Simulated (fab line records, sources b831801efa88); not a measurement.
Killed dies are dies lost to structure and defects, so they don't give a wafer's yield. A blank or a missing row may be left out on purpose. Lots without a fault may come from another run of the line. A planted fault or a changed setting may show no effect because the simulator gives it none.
One fault seen from 2 desks | flow gf180mcu | each desk has only its own numbers; what lay behind them comes last

THE METROLOGY DESK
What the gauges read, lot by lot, whatever tool the lot ran on: means of the sampled wafers that have a number. A lot is out of limits, marked OUT, if its mean lies more than 4 standard deviations from the usual mean; the brackets give that distance.
Columns: A = V4_CVD_02_THK at GF_V4_THK_MEAS_03, usual 847 nm; B = MIM_ALCU_RS at GF_MIM_RS_MEAS_10, usual 0.1597 ohm/sq; C = MIM_ALCU_THK at GF_MIM_THK_MEAS_11, usual 199.2 nm
lot  | first seen here | A   | B                 | C
L754 | day 25 06:46    | 848 | 0.1583            | 201.0
L756 | day 26 00:19    | 842 | 0.1616            | 197.1
L757 | day 26 04:04    | 845 | 0.1572            | 202.2
L758 | day 26 10:15    | 837 | 0.1586            | 199.6
L760 | day 27 01:31    | 840 | 0.1578            | 200.9
L763 | day 28 00:07    | 835 | 0.1687 (+5.0) OUT | 190.7
L767 | day 28 23:50    | 844 | 0.1582            | 200.4
L770 | day 29 20:16    | 854 | 0.1592            | 199.6
L772 | day 30 06:58    | 849 | 0.1591            | 199.0
L773 | day 30 16:52    | 839 | 0.1591            | 199.3
This desk's finding: out of limits on L763; first on L763, day 28 21:44 (MIM_ALCU_RS at GF_MIM_RS_MEAS_10). In limits: L754, L756, L757, L758, L760, L767, L770, L772, L773.

THE TOOL OWNER'S DESK: pvd_sputter-03
The tool's own readings at GF_MIM_SPUTTER_08 (material AlCu, target thk 200 nm, time 10.6 s): means of the sampled wafers that have a number, for each lot that ran on this tool. A lot is out of limits, marked OUT, if its mean lies more than 4 standard deviations from the usual mean; the brackets give that distance.
Columns: A = chamber_pressure_pa at GF_MIM_SPUTTER_08, usual 0.4001 Pa; B = throttle_valve_pct at GF_MIM_SPUTTER_08, usual 30.7 %
lot  | first seen here | A                | B
L756 | day 26 23:15    | 0.3996           | 31.3
L758 | day 27 09:52    | 0.4001           | 30.7
L763 | day 28 21:41    | 0.4801 (+91) OUT | 28.5
L773 | day 31 13:29    | 0.4002           | 30.3
This desk's finding: out of limits on L763; first on L763, day 28 21:41 (chamber_pressure_pa at GF_MIM_SPUTTER_08). In limits: L756, L758, L773.

PUT TOGETHER
The tool owner's desk could have raised an alarm at day 28 21:41, on L763.
The metrology desk could have raised an alarm at day 28 21:44, on L763.
Of the lots named, all ran GF_MIM_SPUTTER_08 on pvd_sputter-03.

WHAT THE SIMULATOR HAD PUT IN
Process parameter drift: pvd_sputter-03, from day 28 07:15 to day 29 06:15, at GF_MIM_SPUTTER_08. Setting chamber_pressure_pa, moved by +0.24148, from 0.4. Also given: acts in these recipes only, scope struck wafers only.
Lots struck among those shown: L763.
Hours from the fault's start to each desk's first reading out of limits: the tool owner's desk, 14; the metrology desk, 14.
